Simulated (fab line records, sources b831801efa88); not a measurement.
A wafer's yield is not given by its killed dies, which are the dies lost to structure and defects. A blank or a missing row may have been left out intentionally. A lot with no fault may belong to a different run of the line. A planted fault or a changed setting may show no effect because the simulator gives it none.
A sampling plan put to the test -- flow gf180mcu -- one fab line, 57 faults that these records tell of, each judged on the records of the lots that it struck
Plan = the line's own looks (route steps where a gauge or an inspection reads the wafer without altering it). A look can be judged if struck wafers have a number there and the file gives its usual mean and standard deviation on fault-free wafers. Caught: a look later than the fault's first step finds the struck wafers' mean 4 or more of those standard deviations (sigma) from the usual mean. On the tool: here the same test is run on the tool's own readings at the fault's steps. It also counts as caught if the struck wafers ran another recipe or if their record alone is blank.

THE FAULTS, as the simulator had put them in
1. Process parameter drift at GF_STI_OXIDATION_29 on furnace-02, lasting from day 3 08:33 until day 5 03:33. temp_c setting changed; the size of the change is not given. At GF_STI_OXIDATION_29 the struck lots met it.
2. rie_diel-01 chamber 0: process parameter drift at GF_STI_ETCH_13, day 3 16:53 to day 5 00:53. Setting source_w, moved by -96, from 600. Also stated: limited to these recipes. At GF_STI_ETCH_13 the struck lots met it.
3. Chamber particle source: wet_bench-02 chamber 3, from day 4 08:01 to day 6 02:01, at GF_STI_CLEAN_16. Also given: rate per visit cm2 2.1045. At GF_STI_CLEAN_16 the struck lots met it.
4. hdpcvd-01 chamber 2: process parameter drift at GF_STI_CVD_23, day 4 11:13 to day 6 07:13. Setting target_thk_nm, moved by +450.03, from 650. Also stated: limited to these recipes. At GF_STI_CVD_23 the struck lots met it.
5. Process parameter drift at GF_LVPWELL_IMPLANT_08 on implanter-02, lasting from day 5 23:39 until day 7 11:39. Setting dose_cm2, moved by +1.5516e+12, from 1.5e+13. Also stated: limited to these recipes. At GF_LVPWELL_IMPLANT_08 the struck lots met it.
6. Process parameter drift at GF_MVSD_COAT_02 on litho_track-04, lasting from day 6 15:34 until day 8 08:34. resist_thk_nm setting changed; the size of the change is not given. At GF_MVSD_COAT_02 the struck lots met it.
7. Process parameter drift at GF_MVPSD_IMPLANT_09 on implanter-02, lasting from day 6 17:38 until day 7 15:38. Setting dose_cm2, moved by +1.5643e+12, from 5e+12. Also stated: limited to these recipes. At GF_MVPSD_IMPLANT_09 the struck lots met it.
8. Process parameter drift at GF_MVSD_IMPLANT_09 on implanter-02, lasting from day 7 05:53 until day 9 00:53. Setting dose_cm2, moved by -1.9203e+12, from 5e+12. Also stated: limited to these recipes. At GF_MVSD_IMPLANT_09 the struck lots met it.
9. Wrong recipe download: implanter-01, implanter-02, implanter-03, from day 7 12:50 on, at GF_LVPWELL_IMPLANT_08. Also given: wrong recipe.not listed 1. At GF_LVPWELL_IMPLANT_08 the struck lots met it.
10. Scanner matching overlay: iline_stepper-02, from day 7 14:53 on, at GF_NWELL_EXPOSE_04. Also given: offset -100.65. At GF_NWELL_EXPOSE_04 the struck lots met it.
11. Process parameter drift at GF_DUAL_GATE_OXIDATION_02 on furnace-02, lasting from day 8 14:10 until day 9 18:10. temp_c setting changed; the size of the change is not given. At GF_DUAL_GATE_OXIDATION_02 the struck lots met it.
12. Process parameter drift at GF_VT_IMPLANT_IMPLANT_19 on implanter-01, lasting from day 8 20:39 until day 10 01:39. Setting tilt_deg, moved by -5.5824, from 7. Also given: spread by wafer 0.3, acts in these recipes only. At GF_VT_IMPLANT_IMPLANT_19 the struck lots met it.
13. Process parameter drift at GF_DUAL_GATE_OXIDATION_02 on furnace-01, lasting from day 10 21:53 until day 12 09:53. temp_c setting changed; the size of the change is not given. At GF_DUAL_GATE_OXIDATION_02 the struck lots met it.
14. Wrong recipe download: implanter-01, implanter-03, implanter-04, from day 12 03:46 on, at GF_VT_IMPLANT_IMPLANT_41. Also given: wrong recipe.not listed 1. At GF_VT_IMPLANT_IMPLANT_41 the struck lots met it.
15. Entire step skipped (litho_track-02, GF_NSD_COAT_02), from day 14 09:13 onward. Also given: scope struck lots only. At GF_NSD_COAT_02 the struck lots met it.
16. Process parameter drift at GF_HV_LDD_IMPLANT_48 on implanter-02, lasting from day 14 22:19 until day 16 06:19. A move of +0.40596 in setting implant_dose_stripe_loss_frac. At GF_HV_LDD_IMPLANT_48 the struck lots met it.
17. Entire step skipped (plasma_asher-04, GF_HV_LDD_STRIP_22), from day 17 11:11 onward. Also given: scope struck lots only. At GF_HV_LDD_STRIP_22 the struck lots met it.
18. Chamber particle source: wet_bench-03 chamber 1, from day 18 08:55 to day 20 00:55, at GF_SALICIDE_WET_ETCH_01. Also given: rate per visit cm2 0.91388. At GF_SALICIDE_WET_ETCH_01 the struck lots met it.
19. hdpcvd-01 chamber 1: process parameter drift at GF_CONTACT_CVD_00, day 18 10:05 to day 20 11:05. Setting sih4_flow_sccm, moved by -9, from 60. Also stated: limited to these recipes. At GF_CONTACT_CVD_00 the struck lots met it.
20. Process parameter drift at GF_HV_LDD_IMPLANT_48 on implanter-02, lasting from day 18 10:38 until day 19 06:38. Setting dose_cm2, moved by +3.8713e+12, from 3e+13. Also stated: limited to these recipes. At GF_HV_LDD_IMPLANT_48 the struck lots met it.
21. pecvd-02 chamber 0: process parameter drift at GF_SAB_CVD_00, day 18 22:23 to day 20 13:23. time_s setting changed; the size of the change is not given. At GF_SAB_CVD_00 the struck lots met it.
22. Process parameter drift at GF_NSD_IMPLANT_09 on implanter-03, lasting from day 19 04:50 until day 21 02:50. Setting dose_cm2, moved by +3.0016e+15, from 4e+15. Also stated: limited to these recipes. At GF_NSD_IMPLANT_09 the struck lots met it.
23. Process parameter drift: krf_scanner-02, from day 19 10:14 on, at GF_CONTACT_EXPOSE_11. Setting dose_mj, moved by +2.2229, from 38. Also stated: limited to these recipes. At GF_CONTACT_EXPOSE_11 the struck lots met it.
24. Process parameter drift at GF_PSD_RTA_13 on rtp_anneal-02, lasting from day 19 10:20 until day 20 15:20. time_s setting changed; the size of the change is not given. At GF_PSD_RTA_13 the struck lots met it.
25. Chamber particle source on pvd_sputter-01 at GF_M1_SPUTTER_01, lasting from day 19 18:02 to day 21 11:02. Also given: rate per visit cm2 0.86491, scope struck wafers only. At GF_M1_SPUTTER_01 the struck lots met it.
26. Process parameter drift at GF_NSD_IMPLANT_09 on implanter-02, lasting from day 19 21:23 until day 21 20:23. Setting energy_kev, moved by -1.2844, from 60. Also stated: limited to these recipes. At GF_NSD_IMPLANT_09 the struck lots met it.
27. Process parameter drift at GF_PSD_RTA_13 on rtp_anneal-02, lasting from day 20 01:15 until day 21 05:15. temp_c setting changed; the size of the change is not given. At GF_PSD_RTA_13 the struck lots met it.
28. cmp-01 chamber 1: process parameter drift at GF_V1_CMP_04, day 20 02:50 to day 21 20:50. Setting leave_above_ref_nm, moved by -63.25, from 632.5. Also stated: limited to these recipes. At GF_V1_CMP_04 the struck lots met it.
29. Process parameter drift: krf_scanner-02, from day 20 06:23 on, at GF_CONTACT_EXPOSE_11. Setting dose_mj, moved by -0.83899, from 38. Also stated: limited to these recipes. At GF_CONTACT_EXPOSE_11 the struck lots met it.
30. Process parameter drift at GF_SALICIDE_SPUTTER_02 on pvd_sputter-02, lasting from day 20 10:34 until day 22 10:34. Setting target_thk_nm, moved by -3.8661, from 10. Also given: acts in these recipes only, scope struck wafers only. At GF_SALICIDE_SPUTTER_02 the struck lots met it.
31. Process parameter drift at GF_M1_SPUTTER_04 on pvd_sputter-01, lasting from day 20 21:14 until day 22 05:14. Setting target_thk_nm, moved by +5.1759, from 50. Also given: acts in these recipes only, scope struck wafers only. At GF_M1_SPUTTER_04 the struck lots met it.
32. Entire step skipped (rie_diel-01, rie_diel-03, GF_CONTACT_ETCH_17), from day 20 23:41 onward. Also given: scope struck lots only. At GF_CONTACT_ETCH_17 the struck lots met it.
33. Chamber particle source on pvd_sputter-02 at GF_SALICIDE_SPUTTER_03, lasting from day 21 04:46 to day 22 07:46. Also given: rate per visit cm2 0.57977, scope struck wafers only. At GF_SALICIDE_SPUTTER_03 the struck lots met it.
34. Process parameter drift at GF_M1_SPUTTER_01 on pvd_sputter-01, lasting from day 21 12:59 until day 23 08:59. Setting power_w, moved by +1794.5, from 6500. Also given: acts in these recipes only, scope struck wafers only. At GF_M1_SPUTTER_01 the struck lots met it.
35. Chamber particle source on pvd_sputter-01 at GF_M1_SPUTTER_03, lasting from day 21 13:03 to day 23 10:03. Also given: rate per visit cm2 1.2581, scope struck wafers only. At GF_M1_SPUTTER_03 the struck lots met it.
36. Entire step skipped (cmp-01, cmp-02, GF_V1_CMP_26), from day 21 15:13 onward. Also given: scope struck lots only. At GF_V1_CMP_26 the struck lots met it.
37. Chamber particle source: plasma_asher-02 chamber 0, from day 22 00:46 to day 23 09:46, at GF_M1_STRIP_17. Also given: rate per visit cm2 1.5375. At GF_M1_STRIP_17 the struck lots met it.
38. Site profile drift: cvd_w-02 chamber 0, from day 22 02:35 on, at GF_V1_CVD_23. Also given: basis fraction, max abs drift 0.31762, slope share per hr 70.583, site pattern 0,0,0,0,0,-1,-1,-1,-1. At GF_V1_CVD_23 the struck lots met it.
39. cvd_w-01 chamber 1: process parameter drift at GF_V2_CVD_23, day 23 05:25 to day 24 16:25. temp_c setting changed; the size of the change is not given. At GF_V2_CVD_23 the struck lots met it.
40. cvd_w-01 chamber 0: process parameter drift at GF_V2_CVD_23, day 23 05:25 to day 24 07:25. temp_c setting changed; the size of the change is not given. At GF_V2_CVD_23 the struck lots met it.
41. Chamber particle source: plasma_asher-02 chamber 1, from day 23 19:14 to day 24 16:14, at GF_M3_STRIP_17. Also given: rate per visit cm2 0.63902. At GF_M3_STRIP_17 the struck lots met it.
42. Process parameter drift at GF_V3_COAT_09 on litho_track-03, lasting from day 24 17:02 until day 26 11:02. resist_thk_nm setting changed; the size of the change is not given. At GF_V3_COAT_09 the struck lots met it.
43. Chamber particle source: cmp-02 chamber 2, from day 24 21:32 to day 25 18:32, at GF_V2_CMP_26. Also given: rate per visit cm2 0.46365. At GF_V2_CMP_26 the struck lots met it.
44. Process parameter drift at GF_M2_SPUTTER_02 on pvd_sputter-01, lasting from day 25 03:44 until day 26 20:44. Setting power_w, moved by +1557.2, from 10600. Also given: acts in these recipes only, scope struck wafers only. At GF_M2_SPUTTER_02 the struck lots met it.
45. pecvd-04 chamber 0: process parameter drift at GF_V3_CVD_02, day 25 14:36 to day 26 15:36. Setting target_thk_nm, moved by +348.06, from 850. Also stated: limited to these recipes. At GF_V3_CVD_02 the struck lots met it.
46. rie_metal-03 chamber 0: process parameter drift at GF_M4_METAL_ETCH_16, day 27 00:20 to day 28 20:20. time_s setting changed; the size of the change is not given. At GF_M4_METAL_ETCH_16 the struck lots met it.
47. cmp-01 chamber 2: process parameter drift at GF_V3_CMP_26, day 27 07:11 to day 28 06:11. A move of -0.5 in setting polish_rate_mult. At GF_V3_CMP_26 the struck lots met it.
48. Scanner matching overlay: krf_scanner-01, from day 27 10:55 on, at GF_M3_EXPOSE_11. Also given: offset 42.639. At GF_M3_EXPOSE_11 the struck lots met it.
49. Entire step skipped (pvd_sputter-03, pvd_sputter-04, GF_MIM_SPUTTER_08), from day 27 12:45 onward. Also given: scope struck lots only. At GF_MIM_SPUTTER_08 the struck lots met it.
50. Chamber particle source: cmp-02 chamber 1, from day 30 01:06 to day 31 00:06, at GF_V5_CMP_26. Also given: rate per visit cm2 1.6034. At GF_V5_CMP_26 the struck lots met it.
51. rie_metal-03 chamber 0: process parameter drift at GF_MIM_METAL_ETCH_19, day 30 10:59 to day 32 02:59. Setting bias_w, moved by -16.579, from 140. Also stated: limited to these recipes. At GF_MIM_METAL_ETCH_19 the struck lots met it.
52. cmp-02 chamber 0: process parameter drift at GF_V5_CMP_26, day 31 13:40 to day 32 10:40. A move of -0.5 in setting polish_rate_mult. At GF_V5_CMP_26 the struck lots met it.
53. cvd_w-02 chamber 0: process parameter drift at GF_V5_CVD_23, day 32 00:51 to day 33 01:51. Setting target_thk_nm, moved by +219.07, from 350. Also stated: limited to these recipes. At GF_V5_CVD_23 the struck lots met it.
54. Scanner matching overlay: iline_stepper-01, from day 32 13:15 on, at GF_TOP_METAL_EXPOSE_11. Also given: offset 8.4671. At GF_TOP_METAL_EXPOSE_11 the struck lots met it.
55. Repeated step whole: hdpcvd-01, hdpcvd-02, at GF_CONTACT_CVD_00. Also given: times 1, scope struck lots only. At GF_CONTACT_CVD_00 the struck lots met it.
56. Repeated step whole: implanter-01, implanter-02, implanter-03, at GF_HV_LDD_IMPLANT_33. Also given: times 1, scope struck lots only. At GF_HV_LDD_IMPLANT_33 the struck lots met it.
57. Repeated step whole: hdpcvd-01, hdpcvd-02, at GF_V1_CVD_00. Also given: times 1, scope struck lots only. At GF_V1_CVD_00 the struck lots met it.

WHAT THE PLAN SAW
fault,on the tool itself,first look that catches it,"reading, sigma",median hours from its first step to that look,hours from the fault's start to the first struck lot there,judged looks passed uncaught
1,spike_tc_lower_C +36 sigma,GF_STI_THK_MEAS_30,STI_OXIDATION_02_THK +18,1.4,9,0
2,rf_fwd_power_W -47 sigma,no look after it can be judged,-,-,-,0
3,no reading that can be judged,not the one look that can be judged after it,-,-,-,1
4,no reading that can be judged,GF_STI_THK_MEAS_24,STI_CVD_23_THK +64,0.1,7,0
5,dose_ions_cm2 +99 or beyond sigma,GF_VT_IMPLANT_RS_MEAS_48,LVPWELL_RS -18,100.4,103,1
6,under 2 sigma,none of the 2 looks that can be judged after it,-,-,-,2
7,dose_ions_cm2 +99 or beyond sigma,GF_VT_IMPLANT_RS_MEAS_49,MVPSD_RS -20,68.3,78,0
8,dose_ions_cm2 -99 or beyond sigma,GF_VT_IMPLANT_RS_MEAS_46,MVSD_RS +27,89.0,94,0
9,under 2 sigma,GF_LVPWELL_TW_MEAS_11,LVPWELL_TW +82,0.4,3,0
10,under 2 sigma,GF_NWELL_OVL_MEAS_07,NWELL_OVL -71,7.9,11,0
11,tube_center_temp_C -99 or beyond sigma,GF_DUAL_GATE_THK_MEAS_03,DUAL_GATE_OXIDATION_00_THK -7.3,1.5,12,0
12,under 2 sigma,GF_VT_IMPLANT_TW_MEAS_21,VT_IMPLANT_2_TW -7.5,0.2,2,0
13,tube_center_temp_C -62 sigma,none of the 2 looks that can be judged after it,"strongest: DUAL_GATE_OXIDATION_00_THK at GF_DUAL_GATE_THK_MEAS_03, -2.7",-,-,2
14,under 2 sigma,GF_VT_IMPLANT_TW_MEAS_43,VT_IMPLANT_4_TW -34,0.2,3,0
15,the tool's record is blank for the struck wafers,GF_PSD_TW_MEAS_11,PSD_TW +30,34.0,39,0
16,no reading that can be judged,none of the 7 looks that can be judged after it,"strongest: HV_LDD_4_TW at GF_HV_LDD_TW_MEAS_50, -2.1",-,-,7
17,the tool's record is blank for the struck wafers,GF_HV_LDD_TW_MEAS_38,HV_LDD_3_TW -99 or beyond,24.2,28,0
18,no reading that can be judged,none of the 2 looks that can be judged after it,-,-,-,2
19,sih4_flow_sccm -56 sigma,GF_CONTACT_THK_MEAS_01,CONTACT_CVD_00_THK -15,0.0,5,0
20,dose_ions_cm2 +99 or beyond sigma,GF_HV_LDD_TW_MEAS_50,HV_LDD_4_TW +5.9,0.2,3,0
21,under 2 sigma,GF_SAB_THK_MEAS_01,SAB_CVD_00_THK +5.6,0.0,1,0
22,dose_ions_cm2 +99 or beyond sigma,GF_PSD_RS_MEAS_14,NSD_RS -20,24.6,54,0
23,exposure_dose_mJ_cm2 +53 sigma,GF_CONTACT_CD_MEAS_14,cd_nm +5.3,11.6,18,0
24,run_length_s +67 sigma,GF_PSD_RS_MEAS_14,NSD_RS -28,0.1,11,0
25,under 2 sigma,no look after it can be judged,-,-,-,0
26,beam_energy_keV -64 sigma,GF_PSD_RS_MEAS_14,NSD_RS +4.8,24.2,28,0
27,wafer_temp_C_max +5.5 sigma,GF_PSD_RS_MEAS_14,NSD_RS -10,0.1,4,0
28,only faintly: time_to_endpoint_s +3.0 sigma,no look after it can be judged,-,-,-,0
29,exposure_dose_mJ_cm2 -18 sigma,none of the 2 looks that can be judged after it,-,-,-,2
30,under 2 sigma,GF_SALICIDE_RS_MEAS_04,SALICIDE_TIN_RS +37,0.0,32,0
31,under 2 sigma,none of the 7 looks that can be judged after it,"strongest: V1_BOW at GF_V1_BOW_MEAS_05, +2.2",-,-,7
32,the tool's record is blank for the struck wafers,no look after it can be judged,-,-,-,0
33,under 2 sigma,none of the 3 looks that can be judged after it,-,-,-,3
34,cathode_dc_power_W +99 or beyond sigma,no look after it can be judged,-,-,-,0
35,under 2 sigma,no look after it can be judged,-,-,-,0
36,the tool's record is blank for the struck wafers,no look after it can be judged,-,-,-,0
37,under 2 sigma,not the one look that can be judged after it,-,-,-,1
38,under 2 sigma,GF_V1_RS_MEAS_24,V1_W_RS +16,0.2,6,0
39,susceptor_temp_C -45 sigma,GF_V2_RS_MEAS_24,V2_W_RS +23,0.1,5,0
40,susceptor_temp_C +71 sigma,GF_V2_RS_MEAS_24,V2_W_RS -29,0.1,5,0
41,under 2 sigma,no look after it can be judged,-,-,-,0
42,under 2 sigma,no look after it can be judged,-,-,-,0
43,under 2 sigma,no look after it can be judged,-,-,-,0
44,cathode_dc_power_W +99 or beyond sigma,GF_M2_RS_MEAS_05,M2_ALCU_RS -9.2,0.1,7,0
45,under 2 sigma,GF_V3_THK_MEAS_03,V3_CVD_02_THK +35,0.1,9,0
46,run_length_s +66 sigma,no look after it can be judged,-,-,-,0
47,overpolish_run_s -99 or beyond sigma,no look after it can be judged,-,-,-,0
48,no reading that can be judged,GF_M3_OVL_MEAS_15,M3_OVL +7.2,9.7,17,1
49,the tool's record is blank for the struck wafers,GF_MIM_RS_MEAS_10,MIM_ALCU_RS +99 or beyond,0.1,7,0
50,under 2 sigma,not the one look that can be judged after it,-,-,-,1
51,bias_w -36 sigma,no look after it can be judged,-,-,-,0
52,overpolish_run_s -99 or beyond sigma,no look after it can be judged,-,-,-,0
53,under 2 sigma,GF_V5_RS_MEAS_24,V5_W_RS -42,0.1,4,0
54,under 2 sigma,GF_TOP_METAL_OVL_MEAS_15,TOP_METAL_OVL +5.0,7.9,15,1
55,no reading that can be judged,GF_CONTACT_THK_MEAS_01,CONTACT_CVD_00_THK +99 or beyond,0.3,-,0
56,no reading that can be judged,GF_HV_LDD_TW_MEAS_38,HV_LDD_3_TW +9.4,1.0,-,0
57,under 2 sigma,GF_V1_THK_MEAS_01,V1_CVD_00_THK +99 or beyond,0.3,-,0
A dash: the fault is not caught, or the number is missing from these records.

Caught at a look: 33 of 57. Caught on the tool: 28 of 57. By one or the other: 43 of 57.
Faults caught by the tool alone: 2, 13, 29, 32, 34, 36, 46, 47, 51, 52.
Caught at a look alone: faults 4, 9, 10, 12, 14, 21, 30, 38, 45, 48, 53, 54, 55, 56, 57.
Caught by neither: faults 3, 6, 16, 18, 25, 28, 31, 33, 35, 37, 41, 42, 43, 50.

THINNER SAMPLING
In the worst case, this is how late the first struck lot would be measured if the look that catches a fault measured only every second or every third lot, by lot number:
fault,"struck lots at that look, in order of time",every lot,every second lot,every third lot
1,"L872, L875",9 h,26 h,may miss all 2
4,L549,7 h,may miss it,may miss it
5,"L893, L895",103 h,may miss all 2,may miss all 2
7,"L716, L717",78 h,86 h,may miss all 2
8,"L777, L782",94 h,128 h,may miss all 2
9,"L898, L899",3 h,7 h,may miss all 2
10,"L327, L328",11 h,18 h,may miss all 2
11,"L118, L119",12 h,19 h,may miss all 2
12,"L436, L437",2 h,9 h,may miss all 2
14,"L331, L332",3 h,10 h,may miss all 2
15,"L885, L886, L887",39 h,48 h,57 h
17,"L416, L417",28 h,34 h,may miss all 2
19,"L860, L863",5 h,28 h,may miss all 2
20,"L988, L989",3 h,11 h,may miss all 2
21,"L909, L910",1 h,23 h,may miss all 2
22,"L400, L401",54 h,62 h,may miss all 2
23,"L930, L931",18 h,28 h,may miss all 2
24,"L554, L555, L556",11 h,19 h,25 h
26,"L402, L405",28 h,51 h,may miss all 2
27,"L843, L844, L846",4 h,10 h,may miss all 3
30,L535,32 h,may miss it,may miss it
38,"L305, L307",6 h,may miss all 2,may miss all 2
39,"L671, L672",5 h,18 h,may miss all 2
40,"L763, L764",5 h,18 h,may miss all 2
44,"L990, L991",7 h,16 h,may miss all 2
45,"L359, L360",9 h,12 h,may miss all 2
48,"L463, L466",17 h,30 h,may miss all 2
49,"L757, L758",7 h,12 h,may miss all 2
53,"L668, L670",4 h,may miss all 2,may miss all 2
54,"L410, L411",15 h,21 h,may miss all 2
Hours are from the fault's start to the first struck lot that is measured. The test against the limit of 4 sigma pooled every struck wafer, which means one lot taken alone may stay below that limit. Other struck lots may not be in these records.

THE LONGEST TIMED WAY FROM STEP TO LOOK
Fault 5: the median time between GF_LVPWELL_IMPLANT_08 and GF_VT_IMPLANT_RS_MEAS_48 is 100.4 hours. The look between them that can be judged stayed within 4 sigma: GF_VT_IMPLANT_OVL_MEAS_40.
